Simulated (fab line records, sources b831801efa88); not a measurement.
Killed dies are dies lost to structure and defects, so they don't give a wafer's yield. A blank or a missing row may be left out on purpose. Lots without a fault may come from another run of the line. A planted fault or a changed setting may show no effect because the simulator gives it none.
Which tool did it? | flow sky130 | 13 lots, 39 wafers sampled, at 4 steps of a route of 708

WHAT THE GAUGES READ, wafer by wafer
SKY_SONOS_ONO_THK_MEAS_03.
lot  | measured     | on            | SONOS_ONO_CVD_02_THK (nm)
L108 | day 12 09:34 | film_metro-01 | 10.63 10.58 10.50
L107 | day 12 13:50 | film_metro-02 | 10.55 10.51 10.49
L110 | day 12 13:50 | film_metro-03 | 10.54 10.47 10.52
L109 | day 12 14:53 | film_metro-01 | 10.28 10.26 10.38
L112 | day 13 08:19 | film_metro-02 | 10.49 10.47 10.52
L114 | day 13 22:02 | film_metro-01 | 10.54 10.56 10.56
L115 | day 14 10:50 | film_metro-02 | 10.65 10.76 10.56
L117 | day 15 02:13 | film_metro-01 | 10.75 10.70 10.62
L118 | day 15 05:04 | film_metro-01 | 10.64 10.69 10.74
L119 | day 15 13:52 | film_metro-03 | 8.38 8.37 8.40
L120 | day 16 21:41 | film_metro-03 | 8.18 8.37 8.11
L121 | day 16 21:41 | film_metro-01 | 8.54 8.28 8.33
L130 | day 19 15:05 | film_metro-03 | 10.55 10.65 10.51

SKY_LDD_HVP_OVL_MEAS_07.
lot  | measured     | on         | LDD_HVP_OVL (nm)
L108 | day 22 13:10 | overlay-02 | -3.8 -4.1 -4.6
L107 | day 23 09:10 | overlay-01 | -0.3 -0.2 -1.1
L110 | day 23 08:13 | overlay-01 | -2.6 -0.3 0.3
L109 | day 23 08:31 | overlay-01 | 0.0 0.9 0.9
L112 | day 23 14:46 | overlay-01 | -1.9 -0.7 -1.8
L114 | day 24 07:23 | overlay-02 | -2.5 -1.6 -0.8
L115 | day 24 17:22 | overlay-02 | -0.5 -1.0 -2.6
L117 | day 25 08:58 | overlay-01 | 0.5 1.6 1.6
L118 | day 25 12:01 | overlay-02 | 0.6 -0.9 -0.3
L119 | day 26 01:37 | overlay-01 | -1.3 -0.7 -1.7
L120 | day 27 16:52 | overlay-01 | 1.5 2.2 0.2
L121 | day 27 11:01 | overlay-02 | -1.2 -1.7 -0.6
L130 | day 30 00:19 | overlay-01 | 0.1 -0.5 -2.1

SKY_POLY_CUT_OVL_MEAS_09.
lot  | measured     | on         | POLY_CUT_OVL (nm)
L108 | day 25 03:08 | overlay-02 | 1 8 5
L107 | day 25 22:40 | overlay-02 | 0 0 -1
L110 | day 25 22:14 | overlay-01 | 2 -2 5
L109 | day 25 22:44 | overlay-01 | -1 5 -1
L112 | day 26 04:35 | overlay-01 | 11 8 12
L114 | day 26 19:39 | overlay-01 | 4 7 2
L115 | day 27 07:43 | overlay-01 | -1 -4 4
L117 | day 27 21:41 | overlay-01 | -6 -9 -5
L118 | day 28 00:16 | overlay-01 | -2 -3 -1
L119 | day 29 01:08 | overlay-02 | 8 0 3
L120 | day 30 03:31 | overlay-01 | 7 8 5
L121 | day 29 20:19 | overlay-01 | -9 -5 -8
L130 | day 32 10:55 | overlay-01 | -6 -6 -4

WHICH TOOL RAN EACH LOT (tool, then ch and the chambers of the sampled wafers, then the start)
lot  | SKY_SONOS_ONO_CVD_02
L108 | lpcvd-02 ch 1, day 12 07:59
L107 | lpcvd-02 ch 1, day 12 12:14
L110 | lpcvd-02 ch 0, day 12 12:14
L109 | lpcvd-02 ch 0, day 12 13:49
L112 | lpcvd-02 ch 0, day 13 07:16
L114 | lpcvd-02 ch 1, day 13 20:58
L115 | lpcvd-02 ch 0, day 14 09:47
L117 | lpcvd-02 ch 0, day 15 01:10
L118 | lpcvd-02 ch 1, day 15 04:00
L119 | lpcvd-02 ch 1, day 15 12:48
L120 | lpcvd-02 ch 1, day 16 20:38
L121 | lpcvd-02 ch 0, day 16 20:38
L130 | lpcvd-02 ch 1, day 19 14:02
- SKY_SONOS_ONO_CVD_02: deposits Si3N4 from DCS/NH3, target thk 10.5 nm, time 180 s.

WHAT THE TOOLS THEMSELVES READ (means of the sampled wafers that have a number; where no wafer has one, the mark that the record gives instead)
The record holds no such reading with a usual standard deviation.

THE ANSWER, worked out from the rows above alone
Rule: what is usual is taken from the lots themselves. Put in order of their means at a reading, lots are off if they are a third of the lots or fewer, leave a main group of 4 or more, and stand apart from it by a gap of 3 or more times the standard deviation of the main group's means; of several such gaps the widest counts. A main group whose means are all the same, to the digits that the tables above print for the reading, isn't used. A lot without any number at a reading at which 4 lots or more have one is off too. The other lots that the step has rows for count as sound. The gauges are gone through in route order, then the tools' own readings, and for those a lot's mean is taken as printed above. The first step at which some lot is off is used, and at that step the reading that is off furthest; a lot without a number counts as furthest.
Off: L119, L120, L121, at SKY_SONOS_ONO_THK_MEAS_03 (SONOS_ONO_CVD_02_THK). The main group: mean 10.56 nm, standard deviation 0.11.
A tool fits if, at a process step before that reading, it ran every lot that is off, and no sound lot after the first of them. The gauges at SKY_SONOS_ONO_THK_MEAS_03 are tried like those tools. None of those tried fits.

WHAT THE SIMULATOR HAD PUT IN
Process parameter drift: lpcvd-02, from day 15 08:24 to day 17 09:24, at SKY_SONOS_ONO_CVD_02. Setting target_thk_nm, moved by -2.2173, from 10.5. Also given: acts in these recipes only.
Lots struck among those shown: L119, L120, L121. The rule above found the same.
